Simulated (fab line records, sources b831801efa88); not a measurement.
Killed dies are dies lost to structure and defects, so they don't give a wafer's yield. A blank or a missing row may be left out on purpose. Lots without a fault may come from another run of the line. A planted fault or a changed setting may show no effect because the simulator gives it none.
A struck lot beside a sound one | flow sky130 | 32 steps out of a route of 708
Sound: wafers L464.3, L464.5, L464.6. Struck: wafers L484.1, L484.3, L484.5. The cause comes at the end.
At each step with rows: each side's tool, then ch and its chambers, then its first start. Under that, the readings that differ: sound wafers | struck wafers | difference of the means | sigmas: that difference in standard deviations of wafers without a fault.
alike: readings whose means differ by less than 2 such deviations, and words and numbers that are the same on both sides. not compared: withheld readings, readings that some wafer has no value for, bounds like >300 that may hide the same value, and numbers for which the record gives no deviation and whose values overlap.
The two part at a step that has a row with sigmas, a row that says differs or no value, or rows on one side only. Numbers that don't overlap but have no deviation are shown without sigmas and don't part them. A reading that every wafer of one side lacks parts them only if that side has two wafers or more.

SKY_PWDE_OVL_MEAS_07:
  sound on overlay-01, day 3 18:57; struck on overlay-01, day 9 00:53
  alike: PWDE_OVL
then, 1 step without rows for these wafers: SKY_PWDE_IMPLANT_08.
SKY_PWDE_STRIP_09: strips in O2/N2.
  sound on plasma_asher-02 ch 0,1, day 3 19:10; struck on plasma_asher-01 ch 0,1, day 9 01:04
  alike: drypump_motor_current_A, o2_flow_sccm, oes_product_au, strip_time_to_endpoint_s
  not compared: rf_hours_counter_h
SKY_PWDE_TW_MEAS_10:
  sound on film_metro-02, day 3 19:14; struck on film_metro-03, day 9 01:10
  reading | sound       | struck      | difference | sigmas
  PWDE_TW | 370 369 370 | 379 379 377 | +9         | +3
then, 7 steps without rows for these wafers: SKY_NWELL_DEHYDRATE_03 (time 60 s); SKY_NWELL_HMDS_04 (prime time 60 s); SKY_NWELL_COAT_05 (resist thk 3000 nm); SKY_NWELL_SOFTBAKE_06; SKY_NWELL_EXPOSE_07 (exposes mask NWM, target cd 840 nm); SKY_NWELL_PEB_08; SKY_NWELL_DEVELOP_09 (develop time 60 s).
SKY_NWELL_OVL_MEAS_10:
  sound on overlay-01, day 4 12:50; struck on overlay-02, day 9 23:01
  alike: NWELL_00_OVL
SKY_NWELL_IMPLANT_11:
  sound on implanter-01 ch 0, day 4 12:55; struck on implanter-01 ch 0, day 9 23:04
  reading                   | sound                | struck               | difference | sigmas
  beam_energy_keV           | 399.95 399.98 399.98 | 367.11 367.33 367.36 | -32.70     | -99 or more
  model.implant.rp_nm (nm)  | 511.7 511.7 511.7    | 456.5 456.5 456.5    | -55.2      |
  model.implant.drp_nm (nm) | 116.9 116.9 116.9    | 111.5 111.5 111.5    | -5.4       |
then, 2 steps without rows for these wafers: SKY_NWELL_IMPLANT_12; SKY_NWELL_IMPLANT_13.
SKY_NWELL_STRIP_14: strips in O2/N2.
  sound on plasma_asher-03 ch 0,1, day 4 13:20; struck on plasma_asher-03 ch 1, day 9 23:31
  alike: drypump_motor_current_A, o2_flow_sccm, oes_product_au, strip_time_to_endpoint_s
  not compared: rf_hours_counter_h
SKY_NWELL_TW_MEAS_15:
  sound on film_metro-02, day 4 13:26; struck on film_metro-03, day 9 23:37
  alike: NWELL_TW
then, 7 steps without rows for these wafers: SKY_NWELL_DEHYDRATE_16 (time 60 s); SKY_NWELL_HMDS_17 (prime time 60 s); SKY_NWELL_COAT_18 (resist thk 3000 nm); SKY_NWELL_SOFTBAKE_19; SKY_NWELL_EXPOSE_20 (exposes mask NWM COMPLEMENT, target cd 840 nm); SKY_NWELL_PEB_21; SKY_NWELL_DEVELOP_22 (develop time 60 s).
SKY_NWELL_OVL_MEAS_23:
  sound on overlay-02, day 5 07:02; struck on overlay-02, day 10 21:59
  alike: NWELL_01_OVL
then, 1 step without rows for these wafers: SKY_NWELL_IMPLANT_24.
SKY_NWELL_STRIP_25: strips in O2/N2.
  sound on plasma_asher-04 ch 0,1, day 5 07:14; struck on plasma_asher-01 ch 0,1, day 10 22:10
  alike: drypump_motor_current_A, o2_flow_sccm, oes_product_au, strip_time_to_endpoint_s
  not compared: rf_hours_counter_h
SKY_NWELL_TW_MEAS_26:
  sound on film_metro-02, day 5 07:20; struck on film_metro-03, day 10 22:16
  alike: NWELL_2_TW
then, 1 step without rows for these wafers: SKY_NWELL_CLEAN_27 (cleans in SC1/SC2, time 150 s).
SKY_NWELL_RTA_28: time 30 s.
  sound on rtp_anneal-02 ch 0, day 5 07:28; struck on rtp_anneal-02 ch 0, day 10 22:22
  alike: anneal_temp_c_max, lamp_power_pct, wafer_temp_C_max
SKY_NWELL_RS_MEAS_29: measures by four-point-probe.
  sound on film_metro-03, day 5 07:34; struck on film_metro-03, day 10 22:28
  reading           | sound             | struck            | difference | sigmas
  NWELL_RS (ohm/sq) | 624.1 625.5 623.9 | 639.3 638.5 638.5 | +14.3      | +8
-- the record jumps here: 40 days lie between the struck wafers' starts before and after (it left off in module NWELL and takes up again in module PAD_OPEN, whose first step shown is number 708 of the route) --
SKY_PAD_OPEN_PROBE_99:
  sound on prober-02, day 45 22:37; struck on prober-02, day 51 07:49
  reading                                | sound                         | struck                        | difference | sigmas
  model.etest.nfet_16v.r_on_ohm_um       | 1.445e+04 1.428e+04 1.432e+04 | 1.399e+04 1.374e+04 1.364e+04 | -5.600e+02 |
  model.etest.res_nwell.line_ohm_um      | 1056 1080 1066                | 1427 1366 1343                | +311       |
  model.etest.res_nwell.rs_ohm_sq        | 891.5 900.5 910               | 1205 1139 1127                | +256       |
  model.etest.tip_p_5v.rs_ohm_sq         | 2851 2840 2854                | 2931 2957 2916                | +86        |
  model.etest.res_nwell.width_nm (nm)    | 843.3 846.8 850.9             | 841.2 830.7 832.6             | -12.2      |
  model.etest.pfet_g5v0d10v5.drive_ua_um | 337.8 342.8 343.3             | 331.6 333.2 337.6             | -7.2       |
  model.etest.pfet_16v.drive_ua_um       | 246.7 248.1 248.2             | 226.8 234.9 241.1             | -13.4      |
  model.etest.pfet_01v8_lvt.drive_ua_um  | 177.3 178.2 179.9             | 167 168.5 170.4               | -10        |
  alike: killed_at_M0_to_M3, killed_at_M4_up, killed_at_contacts, killed_at_front_end, killed_at_other, killed_dies, killed_open, killed_short

WHERE THEY PART
First at SKY_PWDE_TW_MEAS_10; last, within this record, at SKY_NWELL_RS_MEAS_29. Later steps at which nothing parts them and some readings are alike: SKY_PAD_OPEN_PROBE_99.

WHY: what the simulator had put in
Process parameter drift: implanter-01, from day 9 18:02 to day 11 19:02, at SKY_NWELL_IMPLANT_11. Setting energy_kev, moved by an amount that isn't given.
